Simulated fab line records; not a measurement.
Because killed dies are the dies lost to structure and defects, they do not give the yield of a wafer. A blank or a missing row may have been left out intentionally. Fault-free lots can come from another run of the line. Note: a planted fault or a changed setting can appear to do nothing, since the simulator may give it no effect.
A struck lot beside a sound one + flow sky130 + 14 out of 708 route steps
Sound: wafers L927.2, L927.5, L927.6. Wafers struck: L919.4, L919.5, L919.6. Last of all comes the cause.
Each step with rows lists, per side, the tool, then ch with its chambers, then its first start. Under that, the readings that differ: sound wafers + struck wafers + difference of the means + sigmas: that difference in standard deviations of wafers without a fault.
alike: a reading whose means differ by less than 2 such deviations, as well as words and numbers matching on both sides. not compared: withheld readings; readings where some wafer has no value; bounds like >300 that might hide an equal value; numbers whose values overlap and for which the record gives no deviation.
The two part at a step that has a row with sigmas, a row that says differs or no value, or rows on one side only. Numbers that don't overlap but have no deviation are shown without sigmas and don't part them. Lack of a reading on every wafer of one side parts them only where that side has two or more wafers.

first, 2 steps without rows for these wafers: SKY_POLY_GATE_CLEAN_19 (cleans in SC1/SC2, time 150 s); SKY_POLY_GATE_OXIDATION_20 (stabilise 600 s, purge 300 s, target thk 4 nm).
SKY_POLY_GATE_THK_MEAS_21:
  sound: film_metro-04 at day 23 22:05; struck: film_metro-02 at day 21 08:16
  alike: POLY_GATE_OXIDATION_THK
SKY_POLY_GATE_CD_MEAS_22:
  sound: cd_sem-02 at day 23 22:10; struck: cd_sem-01 at day 21 08:23
  alike: cd_nm
then, 7 steps without rows for these wafers: SKY_LDD_N_DEHYDRATE_00 (time 60 s); SKY_LDD_N_HMDS_01 (prime time 60 s); SKY_LDD_N_COAT_02 (resist thk 300 nm); SKY_LDD_N_SOFTBAKE_03 (time 60 s); SKY_LDD_N_EXPOSE_04 (exposes mask NTM, target cd 840 nm); SKY_LDD_N_PEB_05; SKY_LDD_N_DEVELOP_06 (develop time 60 s).
SKY_LDD_N_OVL_MEAS_07:
  sound: overlay-01 at day 25 04:18; struck: overlay-01 at day 22 15:28
  alike: LDD_N_OVL
SKY_LDD_N_IMPLANT_08:
  sound on implanter-01 ch 0, day 25 04:22; struck on implanter-02 ch 0, day 22 15:34
| reading                   | sound                | struck               | difference | sigmas      |
|---------------------------|----------------------|----------------------|------------|-------------|
| beam_energy_keV           | 20.000 20.002 20.007 | 18.212 18.205 18.199 | -1.798     | -99 or more |
| model.implant.rp_nm (nm)  | 15.77 15.77 15.77    | 14.99 14.99 14.99    | -0.78      |             |
| model.implant.drp_nm (nm) | 7.212 7.212 7.212    | 6.761 6.761 6.761    | -0.451     |             |
after that, 1 step had no rows for these wafers: SKY_LDD_N_IMPLANT_09.

WHERE THEY PART
At SKY_LDD_N_IMPLANT_08 and nowhere else, as far as this record goes.

WHY: whatever the simulator had introduced
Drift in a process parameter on implanter-02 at SKY_LDD_N_IMPLANT_08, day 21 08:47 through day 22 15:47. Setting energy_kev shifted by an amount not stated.
